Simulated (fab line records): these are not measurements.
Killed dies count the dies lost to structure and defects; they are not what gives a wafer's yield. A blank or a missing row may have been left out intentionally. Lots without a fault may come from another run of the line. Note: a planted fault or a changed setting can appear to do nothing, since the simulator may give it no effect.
Which of the tools did it? :: flow gf180mcu :: 6 lots, 18 wafers sampled, at 2 steps of a route of 602

== WHAT THE GAUGES SHOWED, per wafer ==
GF_V5_OVL_MEAS_15.
lot: L668
measured: day 28 11:27
on: overlay-01
V5_OVL (nm): -3 -2 -8

lot: L671
measured: day 29 14:02
on: overlay-02
V5_OVL (nm): 3 1 1

lot: L675
measured: day 30 19:42
on: overlay-02
V5_OVL (nm): -3 -5 0

lot: L680
measured: day 32 08:24
on: overlay-01
V5_OVL (nm): -4 -4 -5

lot: L682
measured: day 32 17:50
on: overlay-02
V5_OVL (nm): 6 -5 0

lot: L686
measured: day 33 14:14
on: overlay-01
V5_OVL (nm): -4 -1 4

== WHAT TOOL EACH LOT RAN ON (gives the tool, then ch and the chambers of the sampled wafers, and finally the start) ==
lot: L668
GF_V5_CMP_04: cmp-02 ch 0,2,3, day 27 15:13

lot: L671
GF_V5_CMP_04: cmp-01 ch 0,2,3, day 28 18:11

lot: L675
GF_V5_CMP_04: cmp-02 ch 0,1,3, day 30 00:48

lot: L680
GF_V5_CMP_04: cmp-02 ch 0,1,3, day 31 15:08

lot: L682
GF_V5_CMP_04: cmp-01 ch 1,3, day 32 00:41

lot: L686
GF_V5_CMP_04: cmp-01 ch 0,1,3, day 32 21:31
- GF_V5_CMP_04: polishes SiO2.

== THE ANSWER, worked out from the rows above alone ==
Rule: the usual values come from the lots themselves. The widest of any qualifying gaps counts: lots, ordered by their means at a reading, are off when they make up no more than a third of the lots, leave a main group of 4 or more, and stand apart from it by 3 or more times the standard deviation of that group's means. The tables above print the reading to a certain number of digits; a main group whose means all agree to those digits is not used. Also off: a lot with no number at a reading for which 4 or more lots have one. Where the step has rows for the other lots, those lots are counted as sound.
Nothing can be told from this: no lot is off at any reading shown.

== WHAT THE SIMULATOR PUT IN ==
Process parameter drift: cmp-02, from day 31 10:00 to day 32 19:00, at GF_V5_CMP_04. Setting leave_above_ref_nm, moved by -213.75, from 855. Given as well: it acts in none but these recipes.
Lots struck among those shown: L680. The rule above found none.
